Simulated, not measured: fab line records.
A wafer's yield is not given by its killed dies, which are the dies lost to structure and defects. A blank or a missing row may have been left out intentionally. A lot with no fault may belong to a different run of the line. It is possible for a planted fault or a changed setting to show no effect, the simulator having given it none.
Which of the tools did it?    flow sfq_line    Sampling: 14 lots, 42 wafers, 5 of 325 route steps

## WHAT THE GAUGES READ, wafer by wafer
The record lacks any reading of a measuring or inspecting step that a usual standard deviation could be used to judge.

## EACH LOT AND THE TOOL THAT RAN IT (in order: tool; ch and the chambers of the sampled wafers; start)
lot   SFQ_TRILAYER_I2_VIA_ETCH_VIA_ETCH_070  SFQ_TRILAYER_R5_DEP_SPUTTER_133  SFQ_TRILAYER_R5_DEP_SPUTTER_134  SFQ_TRILAYER_A5C_DEP_PECVD_142   SFQ_TRILAYER_C5_ETCH_VIA_ETCH_154
L949  rie_diel-02 ch 1,2, day 43 09:43       pvd_sputter-03, day 57 02:16     pvd_sputter-03, day 57 02:19     pecvd-04 ch 1,2, day 62 18:46    rie_diel-01 ch 0,1,2, day 67 10:04
L950  rie_diel-01 ch 1,2, day 43 17:02       pvd_sputter-04, day 57 05:29     pvd_sputter-04, day 57 05:32     pecvd-04 ch 0,1,2, day 62 23:35  rie_diel-01 ch 1,2, day 67 16:04
L952  rie_diel-01 ch 0,3, day 44 18:02       pvd_sputter-04, day 57 21:12     pvd_sputter-04, day 57 21:15     pecvd-04 ch 0,2, day 63 12:30    rie_diel-04 ch 1,2,3, day 68 16:18
L954  rie_diel-01 ch 1,3, day 45 11:57       pvd_sputter-04, day 58 17:02     pvd_sputter-04, day 58 17:06     pecvd-04 ch 0,1,2, day 63 23:18  rie_diel-01 ch 0,1,2, day 69 12:19
L955  rie_diel-04 ch 1,3, day 45 23:57       pvd_sputter-04, day 59 08:02     pvd_sputter-04, day 59 08:06     pecvd-02 ch 1,2, day 64 07:44    rie_diel-01 ch 2,3, day 69 22:54
L956  rie_diel-04 ch 0,1,2, day 46 11:57     pvd_sputter-04, day 60 01:35     pvd_sputter-04, day 60 01:38     pecvd-03 ch 0,1, day 64 23:19    rie_diel-04 ch 0,3, day 70 10:50
L957  rie_diel-04 ch 2,3, day 46 17:57       pvd_sputter-03, day 60 04:35     pvd_sputter-03, day 60 04:38     pecvd-04 ch 0,2, day 65 00:31    rie_diel-02 ch 1,2,3, day 70 13:05
L961  rie_diel-04 ch 0,1,3, day 47 22:40     pvd_sputter-05, day 63 12:14     pvd_sputter-05, day 63 12:18     pecvd-02 ch 0,1, day 65 22:11    rie_diel-04 ch 0,3, day 76 15:29
L963  rie_diel-04 ch 0,1,2, day 48 07:04     pvd_sputter-04, day 66 21:38     pvd_sputter-04, day 66 21:41     pecvd-04 ch 0,1,2, day 67 01:35  rie_diel-01 ch 1,2,3, day 77 08:17
L967  rie_diel-04 ch 0,1,3, day 50 10:47     pvd_sputter-04, day 69 01:54     pvd_sputter-04, day 69 01:57     pecvd-03 ch 0,1, day 69 05:20    rie_diel-01 ch 0,1,3, day 78 21:29
L968  rie_diel-04 ch 2,3, day 51 06:07       pvd_sputter-04, day 69 16:38     pvd_sputter-04, day 69 16:41     pecvd-04 ch 0,2, day 69 22:23    rie_diel-02 ch 1,2,3, day 79 11:53
L969  rie_diel-02 ch 0,3, day 51 12:07       pvd_sputter-04, day 70 01:38     pvd_sputter-04, day 70 01:41     pecvd-02 ch 1,2, day 70 05:34    rie_diel-01 ch 0,1,3, day 79 13:13
L971  rie_diel-04 ch 0,2,3, day 52 05:02     pvd_sputter-05, day 75 18:38     pvd_sputter-05, day 75 18:41     pecvd-04 ch 0,1,2, day 79 19:58  rie_diel-04 ch 1,2,3, day 80 01:34
L972  rie_diel-01 ch 0,1,2, day 52 12:14     pvd_sputter-03, day 75 22:34     pvd_sputter-03, day 75 22:38     pecvd-02 ch 0,1, day 79 21:09    rie_diel-01 ch 1,2,3, day 80 06:46
- SFQ_TRILAYER_I2_VIA_ETCH_VIA_ETCH_070: etches SiO2 in CHF3, stops on Nb, target depth 260 nm.
- SFQ_TRILAYER_R5_DEP_SPUTTER_133: material MoNx, target thk 40 nm, time 66.7 s.
- SFQ_TRILAYER_R5_DEP_SPUTTER_134: material Ti, target thk 5 nm, time 5 s.
- SFQ_TRILAYER_A5C_DEP_PECVD_142: deposits SiO2 from SiH4/N2O, time 15.556 s, target thk 70 nm.
- SFQ_TRILAYER_C5_ETCH_VIA_ETCH_154: etches SiO2 in CHF3, stops on Nb, target depth 84 nm.

## WHAT THE TOOLS THEMSELVES READ (means of the sampled wafers that have a number; where no wafer has one, the mark that the record gives instead)
SFQ_TRILAYER_I2_VIA_ETCH_VIA_ETCH_070. Usual: bias_w 80.00 W, standard deviation 0.23; drypump_motor_current_A 5.9 A, standard deviation 0.35; oes_product_au 0.854 a.u., standard deviation 0.0053.
lot   tool         bias_w (W)  drypump_motor_current_A (A)  oes_product_au (a.u.)  flag
L949  rie_diel-02  79.99       5.9                          0.856                  
L950  rie_diel-01  80.17       6.1                          0.855                  
L952  rie_diel-01  80.11       5.4                          0.858                  
L954  rie_diel-01  79.99       5.8                          0.856                  
L955  rie_diel-04  79.89       5.4                          0.853                  
L956  rie_diel-04  79.98       5.8                          0.853                  
L957  rie_diel-04  79.60       5.8                          0.851                  
L961  rie_diel-04  79.92       5.6                          0.857                  
L963  rie_diel-04  79.69       5.8                          0.858                  
L967  rie_diel-04  79.91       5.6                          0.851                  
L968  rie_diel-04  79.94       6.0                          0.850                  
L969  rie_diel-02  79.92       6.3                          0.855                  
L971  rie_diel-04  80.24       5.9                          0.853                  
L972  rie_diel-01  80.14       5.8                          0.853                  

SFQ_TRILAYER_R5_DEP_SPUTTER_133. Usual: throttle_valve_pct at 29.7 %, with a standard deviation of 0.75.
lot   tool            throttle_valve_pct (%)  flag
L949  pvd_sputter-03  30.0                    
L950  pvd_sputter-04  30.1                    
L952  pvd_sputter-04  29.5                    
L954  pvd_sputter-04  30.0                    
L955  pvd_sputter-04  30.0                    
L956  pvd_sputter-04  29.4                    
L957  pvd_sputter-03  29.9                    
L961  pvd_sputter-05  30.1                    
L963  pvd_sputter-04  29.3                    
L967  pvd_sputter-04  29.0                    
L968  pvd_sputter-04  29.5                    
L969  pvd_sputter-04  30.3                    
L971  pvd_sputter-05  29.4                    
L972  pvd_sputter-03  29.5                    

SFQ_TRILAYER_R5_DEP_SPUTTER_134. Usual: throttle_valve_pct at 29.7 %, with a standard deviation of 0.74.
lot   tool            throttle_valve_pct (%)  flag
L949  pvd_sputter-03  30.0                    
L950  pvd_sputter-04  30.1                    
L952  pvd_sputter-04  29.6                    
L954  pvd_sputter-04  30.2                    
L955  pvd_sputter-04  30.1                    
L956  pvd_sputter-04  29.3                    
L957  pvd_sputter-03  29.9                    
L961  pvd_sputter-05  30.2                    
L963  pvd_sputter-04  29.3                    
L967  pvd_sputter-04  29.0                    
L968  pvd_sputter-04  29.3                    
L969  pvd_sputter-04  30.3                    
L971  pvd_sputter-05  29.5                    
L972  pvd_sputter-03  29.6                    

SFQ_TRILAYER_A5C_DEP_PECVD_142. Usual: heater_power_w 87 W, standard deviation 19; throttle_valve_pct 24.6 %, standard deviation 1.1.
lot   tool      heater_power_w (W)  throttle_valve_pct (%)  flag
L949  pecvd-04  115                 24.9                    
L950  pecvd-04  100                 25.5                    
L952  pecvd-04  88                  25.8                    
L954  pecvd-04  100                 25.6                    
L955  pecvd-02  84                  23.3                    
L956  pecvd-03  72                  24.4                    
L957  pecvd-04  91                  25.9                    
L961  pecvd-02  71                  23.5                    
L963  pecvd-04  95                  25.7                    
L967  pecvd-03  75                  24.5                    
L968  pecvd-04  77                  26.3                    
L969  pecvd-02  81                  23.5                    
L971  pecvd-04  96                  25.5                    
L972  pecvd-02  78                  24.7                    

SFQ_TRILAYER_C5_ETCH_VIA_ETCH_154. Usual: bias_w 78.12 W, standard deviation 0.23; drypump_motor_current_A 5.8 A, standard deviation 0.36; oes_product_au 0.894 a.u., standard deviation 0.0076.
lot   tool         bias_w (W)  drypump_motor_current_A (A)  oes_product_au (a.u.)  flag
L949  rie_diel-01  78.06       5.8                          0.898                  
L950  rie_diel-01  78.11       6.0                          0.894                  
L952  rie_diel-04  77.88       5.7                          0.888                  
L954  rie_diel-01  78.13       5.8                          0.890                  
L955  rie_diel-01  78.01       5.6                          1.000                  OFF
L956  rie_diel-04  78.27       5.7                          0.891                  
L957  rie_diel-02  78.12       6.1                          0.886                  
L961  rie_diel-04  78.15       5.7                          1.002                  OFF
L963  rie_diel-01  78.21       5.8                          0.893                  
L967  rie_diel-01  77.82       5.5                          0.893                  
L968  rie_diel-02  78.17       6.1                          0.889                  
L969  rie_diel-01  78.01       5.6                          0.895                  
L971  rie_diel-04  78.03       5.7                          0.898                  
L972  rie_diel-01  78.08       5.8                          0.901                  

## THE ANSWER, worked out from the rows above alone
Rule: a lot counts as off when the mean over its wafers that have a number is more than 3 standard deviations away from the usual mean. A lot without any number at a reading at which 4 lots or more have one is off too. Where the step has rows for the other lots, those lots are counted as sound. The gauges are gone through in route order, then the tools' own readings, and for those a lot's mean is taken as printed above. The first step at which some lot is off is used, and at that step the reading that is off furthest; a lot without a number counts as furthest.
Off at SFQ_TRILAYER_C5_ETCH_VIA_ETCH_154 (oes_product_au): L955, L961.
If a tool, at that step or one of the process steps before it, ran each lot that is off and ran no sound lot following the first of them, it fits. Of those tried, none fits.

## WHAT HAD BEEN PUT IN BY THE SIMULATOR
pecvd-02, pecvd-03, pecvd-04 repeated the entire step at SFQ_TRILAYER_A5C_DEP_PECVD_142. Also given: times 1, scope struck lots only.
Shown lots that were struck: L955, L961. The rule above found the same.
